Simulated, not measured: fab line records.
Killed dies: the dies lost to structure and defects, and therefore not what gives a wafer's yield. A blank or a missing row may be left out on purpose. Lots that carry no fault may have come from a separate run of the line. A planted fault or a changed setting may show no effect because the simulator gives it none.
fab line records ; flow sfq-line
[record] lots = 6; wafers = 18; last-day = 79
route steps=325 shown M1@69 I1@73
lots that met no fault: taken from a fault-free run of the same line
start-h: hours from the record's opening day to when the first of the lot's shown wafers began ; wait-h: how many hours have passed since the lot's step before this one ; " the same as in the row above ; L1.1+2: one row covering several wafers at once ; - no value, or no start given ; * or withheld: withheld ; < > ~ a bound
route shown NAME@n: NAME is a module with steps in the file, n the number in the route of the first one ; usual: mean/standard deviation of fault-free wafers ; same: alike in all rows ; chamber/n: place in a boat ; sites: readings site by site ; _std_site: their standard deviation ; _edge_site: inner sites' mean taken away from outer sites' mean ; radius-mm: for every site, how far away it sits from the centre of the wafer ; mask NAME#n: copy n ; behind: the last tool/chamber to shape the wafer ; hold: why the lot was held/for how many hours/how that ended ; device: transistor that didn't switch, given as n, p or np ; end of line: the tests these same wafers got at the end of their route ; step lacking rows: just its recipe ; killed: the dies lost at the first sort to structure and to defects; this is not the yield of the wafer ; map: a wafer's dies, marking killed ones x, the rest . and places with no die _
set.NAME: the setting that was run; set.NAME@STEP: the one run at that earlier step ; model.NAME: the simulator's own value behind a step, which no gauge read
lots at selected steps of the route; one table per step, one row per wafer
services: the hour from which a tool's chamber was out of use, counted from the record's first day as start-h (under 0 if before that day), plus the number of hours and why
[[steps]]
[step SFQ_TRILAYER_M1_BARC_OPEN_METAL_ETCH_054]
[recipe] mask-material = PR; chemistry = O2; target-depth-nm = 125; target = BARC; icp-w = 600; bias-w = 80; pressure-mtorr = 10; time-s = 41.7
[usual] drypump-motor-current-A = 5.9/0.5; oes-product-au = 0.684/0.0046
lot.wafer;tool;chamber;start-h;wait-h;drypump-motor-current-A;oes-product-au;rf-hours-counter-h
L236.1;rie-metal-03;0;401.84;0.0;6.3;0.682;22
L236.2;rie-metal-03;1;401.84;0.0;6.4;0.687;13
L236.3;rie-metal-03;0;401.84;0.0;6.3;0.691;-
L240.1;rie-metal-02;0;446.05;0.0;4.8;0.694;18
L240.4;rie-metal-02;1;446.05;0.0;6.0;0.691;-
L240.5;rie-metal-02;1;446.05;0.0;6.0;0.686;-
L241.2;rie-metal-03;0;474.86;0.0;6.3;0.681;32
L241.4;rie-metal-03;0;474.86;0.0;6.3;0.685;-
L241.5;rie-metal-03;0;474.86;0.0;6.3;0.681;-
L245.1;rie-metal-03;0;625.44;0.0;6.3;0.685;59
L245.5;rie-metal-03;1;625.44;0.0;6.4;0.676;-
L245.6;rie-metal-03;0;625.44;0.0;6.3;0.689;-
L246.1;rie-metal-01;1;637.44;0.0;6.1;0.686;39
L246.2;rie-metal-01;0;637.44;0.0;5.9;0.689;8
L246.3;rie-metal-01;1;637.44;0.0;6.0;0.682;-
L247.2;rie-metal-02;1;645.97;0.0;6.0;0.687;7
L247.3;rie-metal-02;0;645.97;0.0;4.8;0.686;-
L247.5;rie-metal-02;1;645.97;0.0;6.0;0.683;-
[step SFQ_TRILAYER_M1_ETCH_METAL_ETCH_042]
[recipe] target = Nb; stop-on = SiO2; mask-material = PR; chemistry = Cl2/Ar; target-depth-nm = 240; icp-w = 600; bias-w = 80; pressure-mtorr = 10; time-s = 120
[usual] drypump-motor-current-A = 5.9/0.5; oes-product-au = 0.895/0.0069
lot.wafer;tool;chamber;start-h;wait-h;drypump-motor-current-A;oes-product-au;rf-hours-counter-h
L236.1;rie-metal-03;0;401.90;0.0;6.3;0.902;22
L236.2;rie-metal-03;1;401.90;0.0;6.4;0.899;13
L236.3;rie-metal-03;0;401.90;0.0;6.3;0.897;-
L240.1;rie-metal-02;0;446.11;0.0;4.8;0.905;18
L240.4;rie-metal-02;1;446.11;0.0;6.0;0.890;-
L240.5;rie-metal-02;1;446.11;0.0;6.0;0.912;-
L241.2;rie-metal-03;0;474.92;0.0;6.3;0.891;32
L241.4;rie-metal-03;0;474.92;0.0;6.3;0.900;-
L241.5;rie-metal-03;0;474.92;0.0;6.3;0.909;-
L245.1;rie-metal-03;0;625.50;0.0;6.3;0.890;59
L245.5;rie-metal-03;1;625.50;0.0;6.4;0.893;-
L245.6;rie-metal-03;0;625.50;0.0;6.3;0.893;-
L246.1;rie-metal-01;1;637.50;0.0;6.1;0.897;39
L246.2;rie-metal-01;0;637.50;0.0;5.9;0.895;8
L246.3;rie-metal-01;1;637.50;0.0;6.0;0.901;-
L247.2;rie-metal-02;1;646.03;0.0;6.0;0.901;7
L247.3;rie-metal-02;0;646.03;0.0;4.8;0.896;-
L247.5;rie-metal-02;1;646.03;0.0;6.0;0.914;-
[step SFQ_TRILAYER_M1_STRIP_STRIP_043]
[recipe] gas = O2; power-w = 200; platen-temp-c = 40; overash-fraction = 0.65; chemistry = O2; pressure-mtorr = 50
[step SFQ_TRILAYER_M1_STRIP_SOLV_CLEAN_044]
[recipe] chemistry = NMP; temp-c = 70; time-s = 600
[step SFQ_TRILAYER_I1_DEP_PECVD_045]
[recipe] material = SiO2; temp-c = 150; time-s = 111.11; pressure-torr = 2.4; rf-w = 183.3; precursor = SiH4/N2O; target-thk-nm = 500
[usual] heater-power-w = 82/8.9; throttle-valve-pct = 24.3/1.2
lot.wafer;tool;chamber;start-h;wait-h;heater-power-w;since-wet-clean-h;throttle-valve-pct
L236.1;pecvd-02;1;402.81;0.0;90;1317;25.3
L236.2;pecvd-02;0;402.81;0.0;90;1317;24.9
L236.3;pecvd-02;2;402.81;0.0;78;1317;24.0
L240.1;pecvd-02;1;447.03;0.0;95;1361;25.1
L240.4;pecvd-02;0;447.03;0.0;76;-;25.0
L240.5;pecvd-02;1;447.03;0.0;78;-;25.5
L241.2;pecvd-02;1;475.82;0.0;87;1390;25.5
L241.4;pecvd-02;2;475.82;0.0;73;-;23.9
L241.5;pecvd-02;0;475.82;0.0;90;-;25.0
L245.1;pecvd-03;1;626.93;0.0;82;788;25.3
L245.5;pecvd-03;1;626.93;0.0;83;-;25.4
L245.6;pecvd-03;0;626.93;0.0;64;-;23.7
L246.1;pecvd-01;0;638.93;0.0;89;431;24.6
L246.2;pecvd-01;1;638.93;0.0;88;431;25.5
L246.3;pecvd-01;2;638.93;0.0;69;431;23.8
L247.2;pecvd-03;0;646.95;0.0;58;808;23.7
L247.3;pecvd-03;1;646.95;0.0;76;808;25.4
L247.5;pecvd-03;2;646.95;0.0;77;-;28.0
[step SFQ_TRILAYER_I1_CMP_CMP_046]
[recipe] material = SiO2; down-force-psi = 3; platen-rpm = 60; pad-velocity-m-s = 0.94248
[usual] motor-current-A = 9.9/0.86; time-to-endpoint-s = 215/8.6
lot.wafer;tool;chamber;start-h;wait-h;motor-current-A;time-to-endpoint-s
L236.1;cmp-02;1;403.86;1.0;8.9;223
L236.2;cmp-02;2;403.86;1.0;10.0;214
L236.3;cmp-02;3;403.86;1.0;9.8;228
L240.1;cmp-01;1;447.11;0.0;11.1;208
L240.4;cmp-01;2;447.11;0.0;9.8;213
L240.5;cmp-01;1;449.11;2.0;12.3;216
L241.2;cmp-01;3;475.90;0.0;9.6;212
L241.4;cmp-01;1;476.90;1.0;11.0;210
L241.5;cmp-01;3;477.90;2.0;9.2;211
L245.1;cmp-02;3;628.51;1.5;9.6;219
L245.6;cmp-02;0;628.51;1.5;9.4;220
L245.5;cmp-02;1;628.51;1.5;8.5;228
L246.3;cmp-02;1;639.51;0.5;9.2;220
L246.1;cmp-02;2;639.51;0.5;10.7;197
L246.2;cmp-02;3;639.51;0.5;10.1;211
L247.2;cmp-02;0;647.02;0.0;9.2;213
L247.3;cmp-02;3;648.52;1.5;10.3;217
L247.5;cmp-02;1;649.52;2.5;8.9;221
[step SFQ_I1_BOW_MEAS_912]
[recipe] mode = bow
[usual] I1_BOW = 4/7.4
lot.wafer;tool;chamber;start-h;wait-h;I1_BOW[um]
L236.1;film-metro-03;-;406.36;2.0;-3
L236.2;film-metro-03;-;406.36;2.0;7
L236.3;film-metro-03;-;406.36;2.0;-5
L240.1;film-metro-03;-;450.11;2.5;8
L240.4;film-metro-03;-;450.11;2.5;-1
L240.5;film-metro-03;-;450.11;2.5;14
L241.2;film-metro-03;-;478.92;2.5;-1
L241.4;film-metro-03;-;478.92;2.5;1
L241.5;film-metro-03;-;478.92;2.5;1
L245.1;film-metro-04;-;630.01;1.0;-13
L245.5;film-metro-04;-;630.01;1.0;-8
L245.6;film-metro-04;-;630.01;1.0;-8
L246.1;film-metro-01;-;642.01;1.5;11
L246.2;film-metro-01;-;642.01;1.5;7
L246.3;film-metro-01;-;642.01;1.5;5
L247.2;film-metro-01;-;650.04;2.5;10
L247.3;film-metro-01;-;650.04;2.5;6
L247.5;film-metro-01;-;650.04;2.5;12
[step SFQ_TRILAYER_I1_METRO_MEASURE_047]
[usual] thk-nm = 200.1/1.2
lot.wafer;tool;chamber;start-h;wait-h;thk-nm
L236.1;film-metro-03;-;406.48;0.1;202.0
L236.2;film-metro-03;-;406.48;0.1;200.0
L236.3;film-metro-03;-;406.48;0.1;200.4
L240.1;film-metro-03;-;450.23;0.1;200.0
L240.4;film-metro-03;-;450.23;0.1;199.7
L240.5;film-metro-03;-;450.23;0.1;199.6
L241.2;film-metro-03;-;479.22;0.3;201.2
L241.4;film-metro-03;-;479.22;0.3;200.1
L241.5;film-metro-03;-;479.22;0.3;200.7
L245.1;film-metro-04;-;630.13;0.1;200.3
L245.5;film-metro-04;-;630.13;0.1;201.3
L245.6;film-metro-04;-;630.13;0.1;199.6
L246.1;film-metro-01;-;642.13;0.1;198.9
L246.2;film-metro-01;-;642.13;0.1;201.0
L246.3;film-metro-01;-;642.13;0.1;201.9
L247.2;film-metro-01;-;650.34;0.3;199.7
L247.3;film-metro-01;-;650.34;0.3;200.3
L247.5;film-metro-01;-;650.34;0.3;200.2
[step SFQ_TRILAYER_I1_VIA_LITHO_COAT_054]
[recipe] resist = BARC; spin-rpm = 3000; resist-thk-nm = 62
[step SFQ_TRILAYER_I1_VIA_LITHO_COAT_049]
[recipe] resist = KrF; spin-rpm = 3000; resist-thk-nm = 650
[step SFQ_TRILAYER_I1_VIA_LITHO_SOFTBAKE_053]
[recipe] temp-c = withheld; time-s = withheld; resist = KrF
[step SFQ_TRILAYER_I1_VIA_LITHO_EXPOSE_050]
[recipe] mask-id = I1; na = 0.6; source-shape = conventional; sigma-outer = 0.65; target-cd-nm = 500; dose-mj = 21.3
[step SFQ_TRILAYER_I1_VIA_LITHO_PEB_052]
[recipe] peb-temp-c = 115; peb-time-s = 60; resist = KrF
[usual] chill-plate-temp-C = 23.01/0.095; exhaust-pa = 44.9/0.87
lot.wafer;tool;chamber;start-h;wait-h;chill-plate-temp-C;exhaust-pa
L236.1;litho-track-01;0;546.78;1.0;23.10;43.8
L236.2;litho-track-01;0;546.78;1.0;23.11;45.5
L236.3;litho-track-01;0;546.78;1.0;23.03;44.7
L240.1;litho-track-03;-;588.78;1.0;-;-
L240.4;litho-track-03;-;588.78;1.0;-;-
L240.5;litho-track-03;-;588.78;1.0;-;-
L241.2;litho-track-03;-;611.81;0.8;-;-
L241.4;litho-track-03;-;611.81;0.8;-;-
L241.5;litho-track-03;-;611.81;0.8;-;-
L245.1;litho-track-03;0;633.28;1.0;22.82;43.0
L245.5;litho-track-03;0;633.28;1.0;22.91;44.8
L245.6;litho-track-03;0;633.28;1.0;23.00;43.4
L246.1;litho-track-02;0;797.43;1.0;23.20;46.3
L246.2;litho-track-02;0;797.43;1.0;23.19;46.2
L246.3;litho-track-02;0;797.43;1.0;23.16;43.2
L247.2;litho-track-02;0;805.85;0.8;23.04;44.7
L247.3;litho-track-02;0;805.85;0.8;23.17;45.1
L247.5;litho-track-02;0;805.85;0.8;23.11;44.5
[step SFQ_TRILAYER_I1_VIA_LITHO_DEVELOP_051]
[recipe] time-s = 60; resist = KrF
[[services]]
tool;chamber;start-h;hours;kind
rie-metal-02;0;406.78;27.8;repair
cmp-02;-;409.36;4.0;pm
film-metro-03;-;411.91;1.0;pm
cmp-02;-;416.36;6.2;pm
pecvd-02;-;443.95;0.8;repair
cmp-02;-;452.19;2.1;repair
film-metro-03;-;475.30;1.5;pm
rie-metal-03;-;524.13;0.1;repair
rie-metal-02;-;532.75;2.2;repair
rie-metal-03;-;571.23;2.8;pm
rie-metal-02;-;586.96;0.6;repair
cmp-02;-;606.37;1.3;repair
cmp-02;-;664.89;3.2;pm
cmp-02;-;671.35;7.3;repair
cmp-02;-;671.65;2.5;repair
rie-metal-02;1;717.69;7.4;repair
cmp-02;-;751.39;4.0;pm
cmp-02;-;752.36;1.3;repair
cmp-02;-;768.57;3.7;repair
rie-metal-02;-;775.70;2.8;pm
cmp-02;-;778.22;11.9;pm
cmp-02;-;795.61;0.3;repair
cmp-02;-;795.78;1.2;repair
cmp-02;-;799.14;0.8;repair
[[key]]
[first-sign] step = SFQ_TRILAYER_I1_VIA_LITHO_PEB_052; reading = tool-record; direction = missing
effect none on later readings
met-at SFQ_TRILAYER_I1_VIA_LITHO_PEB_052
struck-wafers L240.1,L240.4,L240.5,L241.2,L241.4,L241.5
[fault] kind = skipped-step-whole; tool = litho-track-03; chamber = -; onset-h = 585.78; steps = SFQ_TRILAYER_I1_VIA_LITHO_PEB_052; scope = struck-lots-only
